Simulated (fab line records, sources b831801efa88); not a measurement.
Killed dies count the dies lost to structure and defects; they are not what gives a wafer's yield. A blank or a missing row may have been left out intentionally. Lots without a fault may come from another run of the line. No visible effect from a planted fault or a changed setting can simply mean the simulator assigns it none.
The tool behind it: which one? || flow sky130 || Sampling: 13 lots, 39 wafers, 5 of 708 route steps

## WHAT EACH GAUGE READ, for each wafer
SKY_VIA2_CD_MEAS_12: the cd target is 200 nm.
{"lot": "L314", "measured": "day 36 21:34", "on": "cd-sem-01", "cd-nm (nm)": "199.5 199.1 199.2"}
{"lot": "L317", "measured": "day 37 22:56", "on": "cd-sem-02", "cd-nm (nm)": "199.5 198.1 198.2"}
{"lot": "L319", "measured": "day 38 08:55", "on": "cd-sem-02", "cd-nm (nm)": "200.5 201.0 201.9"}
{"lot": "L318", "measured": "day 38 08:59", "on": "cd-sem-01", "cd-nm (nm)": "201.5 201.2 201.5"}
{"lot": "L320", "measured": "day 38 16:28", "on": "cd-sem-02", "cd-nm (nm)": "199.3 201.1 200.1"}
{"lot": "L321", "measured": "day 38 18:08", "on": "cd-sem-01", "cd-nm (nm)": "198.1 200.2 200.1"}
{"lot": "L322", "measured": "day 38 21:52", "on": "cd-sem-02", "cd-nm (nm)": "200.1 198.6 197.9"}
{"lot": "L324", "measured": "day 39 10:37", "on": "cd-sem-02", "cd-nm (nm)": "203.1 202.7 202.0"}
{"lot": "L323", "measured": "day 39 13:52", "on": "cd-sem-02", "cd-nm (nm)": "201.1 202.1 201.2"}
{"lot": "L330", "measured": "day 40 22:04", "on": "cd-sem-01", "cd-nm (nm)": "198.0 197.7 196.4"}
{"lot": "L333", "measured": "day 41 19:14", "on": "cd-sem-01", "cd-nm (nm)": "201.4 201.1 200.8"}
{"lot": "L334", "measured": "day 41 23:25", "on": "cd-sem-02", "cd-nm (nm)": "199.4 196.8 198.0"}
{"lot": "L335", "measured": "day 42 12:41", "on": "cd-sem-01", "cd-nm (nm)": "198.4 199.6 198.9"}

SKY_VIA4_THK_MEAS_01.
{"lot": "L314", "measured": "day 42 08:58", "on": "film-metro-02", "VIA4_HDPCVD_THK (nm)": "1759 1747 1719"}
{"lot": "L317", "measured": "day 43 07:32", "on": "film-metro-01", "VIA4_HDPCVD_THK (nm)": "1728 1742 1755"}
{"lot": "L319", "measured": "day 43 17:11", "on": "film-metro-03", "VIA4_HDPCVD_THK (nm)": "1691 1672 1741"}
{"lot": "L318", "measured": "day 43 15:47", "on": "film-metro-02", "VIA4_HDPCVD_THK (nm)": "1772 1739 1733"}
{"lot": "L320", "measured": "day 43 23:47", "on": "film-metro-02", "VIA4_HDPCVD_THK (nm)": "1725 1793 1720"}
{"lot": "L321", "measured": "day 44 01:41", "on": "film-metro-03", "VIA4_HDPCVD_THK (nm)": "1697 1745 1743"}
{"lot": "L322", "measured": "day 44 04:59", "on": "film-metro-03", "VIA4_HDPCVD_THK (nm)": "1715 1747 1733"}
{"lot": "L324", "measured": "day 44 15:40", "on": "film-metro-01", "VIA4_HDPCVD_THK (nm)": "1783 1703 1749"}
{"lot": "L323", "measured": "day 44 17:23", "on": "film-metro-01", "VIA4_HDPCVD_THK (nm)": "1726 1734 1790"}
{"lot": "L330", "measured": "day 45 22:50", "on": "film-metro-01", "VIA4_HDPCVD_THK (nm)": "1764 1749 1761"}
{"lot": "L333", "measured": "day 46 17:46", "on": "film-metro-01", "VIA4_HDPCVD_THK (nm)": "1088 1756 1076"}
{"lot": "L334", "measured": "day 46 22:14", "on": "film-metro-02", "VIA4_HDPCVD_THK (nm)": "1750 1717 1069"}
{"lot": "L335", "measured": "day 47 09:44", "on": "film-metro-02", "VIA4_HDPCVD_THK (nm)": "1764 1744 1748"}

SKY_METAL5_THK_MEAS_06: measures by xrf.
{"lot": "L314", "measured": "day 43 10:20", "on": "film-metro-01", "METAL5_ALCU_THK (nm)": "1147 1110 1117"}
{"lot": "L317", "measured": "day 44 07:20", "on": "film-metro-03", "METAL5_ALCU_THK (nm)": "1101 1131 1131"}
{"lot": "L319", "measured": "day 44 17:07", "on": "film-metro-03", "METAL5_ALCU_THK (nm)": "1141 1133 1117"}
{"lot": "L318", "measured": "day 44 16:00", "on": "film-metro-03", "METAL5_ALCU_THK (nm)": "1126 1161 1119"}
{"lot": "L320", "measured": "day 45 00:06", "on": "film-metro-03", "METAL5_ALCU_THK (nm)": "1115 1119 1096"}
{"lot": "L321", "measured": "day 45 02:14", "on": "film-metro-01", "METAL5_ALCU_THK (nm)": "1112 1147 1148"}
{"lot": "L322", "measured": "day 45 05:07", "on": "film-metro-01", "METAL5_ALCU_THK (nm)": "1160 1135 1131"}
{"lot": "L324", "measured": "day 45 15:11", "on": "film-metro-04", "METAL5_ALCU_THK (nm)": "1105 1132 1130"}
{"lot": "L323", "measured": "day 45 17:13", "on": "film-metro-01", "METAL5_ALCU_THK (nm)": "1138 1130 1152"}
{"lot": "L330", "measured": "day 46 22:22", "on": "film-metro-04", "METAL5_ALCU_THK (nm)": "1104 1117 1121"}
{"lot": "L333", "measured": "day 47 17:25", "on": "film-metro-04", "METAL5_ALCU_THK (nm)": "1127 1165 1169"}
{"lot": "L334", "measured": "day 47 20:47", "on": "film-metro-04", "METAL5_ALCU_THK (nm)": "1103 1118 1116"}
{"lot": "L335", "measured": "day 48 07:25", "on": "film-metro-04", "METAL5_ALCU_THK (nm)": "1141 1123 1126"}

## TOOL THAT RAN EACH LOT (tool first, then ch and the chambers of the sampled wafers, then the start)
{"lot": "L314", "SKY_VIA3_SPUTTER_20": "pvd-sputter-01, day 40 04:47", "SKY_VIA4_HDPCVD_00": "hdpcvd-02 ch 0,1, day 42 08:47"}
{"lot": "L317", "SKY_VIA3_SPUTTER_20": "pvd-sputter-03, day 41 05:29", "SKY_VIA4_HDPCVD_00": "hdpcvd-02 ch 1,2, day 43 07:20"}
{"lot": "L319", "SKY_VIA3_SPUTTER_20": "pvd-sputter-04, day 41 16:02", "SKY_VIA4_HDPCVD_00": "hdpcvd-02 ch 0,1, day 43 17:00"}
{"lot": "L318", "SKY_VIA3_SPUTTER_20": "pvd-sputter-04, day 41 14:32", "SKY_VIA4_HDPCVD_00": "hdpcvd-01 ch 0,2, day 43 15:37"}
{"lot": "L320", "SKY_VIA3_SPUTTER_20": "pvd-sputter-01, day 41 23:28", "SKY_VIA4_HDPCVD_00": "hdpcvd-02 ch 0,1, day 43 23:36"}
{"lot": "L321", "SKY_VIA3_SPUTTER_20": "pvd-sputter-04, day 42 00:50", "SKY_VIA4_HDPCVD_00": "hdpcvd-02 ch 0,2, day 44 01:30"}
{"lot": "L322", "SKY_VIA3_SPUTTER_20": "pvd-sputter-03, day 42 04:29", "SKY_VIA4_HDPCVD_00": "hdpcvd-01 ch 1,2, day 44 04:47"}
{"lot": "L324", "SKY_VIA3_SPUTTER_20": "pvd-sputter-03, day 42 15:44", "SKY_VIA4_HDPCVD_00": "hdpcvd-02 ch 0,1,2, day 44 15:33"}
{"lot": "L323", "SKY_VIA3_SPUTTER_20": "pvd-sputter-04, day 42 18:48", "SKY_VIA4_HDPCVD_00": "hdpcvd-01 ch 0,1,2, day 44 17:12"}
{"lot": "L330", "SKY_VIA3_SPUTTER_20": "pvd-sputter-03, day 44 00:11", "SKY_VIA4_HDPCVD_00": "hdpcvd-02 ch 1,2, day 45 22:38"}
{"lot": "L333", "SKY_VIA3_SPUTTER_20": "pvd-sputter-03, day 44 19:52", "SKY_VIA4_HDPCVD_00": "hdpcvd-01 ch 0,1, day 46 17:35"}
{"lot": "L334", "SKY_VIA3_SPUTTER_20": "pvd-sputter-03, day 45 00:50", "SKY_VIA4_HDPCVD_00": "hdpcvd-01 ch 0,1, day 46 22:02"}
{"lot": "L335", "SKY_VIA3_SPUTTER_20": "pvd-sputter-04, day 45 13:08", "SKY_VIA4_HDPCVD_00": "hdpcvd-02 ch 0,1,2, day 47 09:34"}
- SKY_VIA3_SPUTTER_20: material TiN, target thk 20 nm, time 80 s.
- SKY_VIA4_HDPCVD_00: deposits SiO2, target thk 1750 nm, time 291.7 s.

## WHAT THE TOOLS THEMSELVES READ (means of the sampled wafers that have a number; where no wafer has one, the mark that the record gives instead)
SKY_VIA3_SPUTTER_20.
{"lot": "L314", "tool": "pvd-sputter-01", "throttle-valve-pct (%)": 29.9}
{"lot": "L317", "tool": "pvd-sputter-03", "throttle-valve-pct (%)": 29.1}
{"lot": "L319", "tool": "pvd-sputter-04", "throttle-valve-pct (%)": 28.6}
{"lot": "L318", "tool": "pvd-sputter-04", "throttle-valve-pct (%)": 29.1}
{"lot": "L320", "tool": "pvd-sputter-01", "throttle-valve-pct (%)": 29.7}
{"lot": "L321", "tool": "pvd-sputter-04", "throttle-valve-pct (%)": 30.4}
{"lot": "L322", "tool": "pvd-sputter-03", "throttle-valve-pct (%)": 28.5}
{"lot": "L324", "tool": "pvd-sputter-03", "throttle-valve-pct (%)": 30.1}
{"lot": "L323", "tool": "pvd-sputter-04", "throttle-valve-pct (%)": 29.0}
{"lot": "L330", "tool": "pvd-sputter-03", "throttle-valve-pct (%)": 29.2}
{"lot": "L333", "tool": "pvd-sputter-03", "throttle-valve-pct (%)": 28.8}
{"lot": "L334", "tool": "pvd-sputter-03", "throttle-valve-pct (%)": 29.7}
{"lot": "L335", "tool": "pvd-sputter-04", "throttle-valve-pct (%)": 29.4}

## THE ANSWER, worked out from the rows above alone
Rule: the usual values come from the lots themselves. Put in order of their means at a reading, lots are off if they are a third of the lots or fewer, leave a main group of 4 or more, and stand apart from it by a gap of 3 or more times the standard deviation of the main group's means; of several such gaps the widest counts. A main group whose means are all the same, to the digits that the tables above print for the reading, isn't used. A lot without any number at a reading at which 4 lots or more have one is off too. The other lots that the step has rows for count as sound. Order of review: gauges by route order, followed by the tools' own readings, for which a lot's mean as printed above is used. The first step at which some lot is off is used, and at that step the reading that is off furthest; a lot without a number counts as furthest.
Off: L333, L334, seen at SKY_VIA4_THK_MEAS_01 (VIA4_HDPCVD_THK). Main group: mean 1740 nm, sd 15.
If a tool, at a process step before that reading, ran all the lots that are off and no sound lot after the first of them, it fits. The gauges at SKY_VIA4_THK_MEAS_01 are tried like those tools. This does not decide it: 2 tools fit, namely pvd-sputter-03 at SKY_VIA3_SPUTTER_20 and hdpcvd-01 at SKY_VIA4_HDPCVD_00.

## WHAT THE SIMULATOR PUT IN
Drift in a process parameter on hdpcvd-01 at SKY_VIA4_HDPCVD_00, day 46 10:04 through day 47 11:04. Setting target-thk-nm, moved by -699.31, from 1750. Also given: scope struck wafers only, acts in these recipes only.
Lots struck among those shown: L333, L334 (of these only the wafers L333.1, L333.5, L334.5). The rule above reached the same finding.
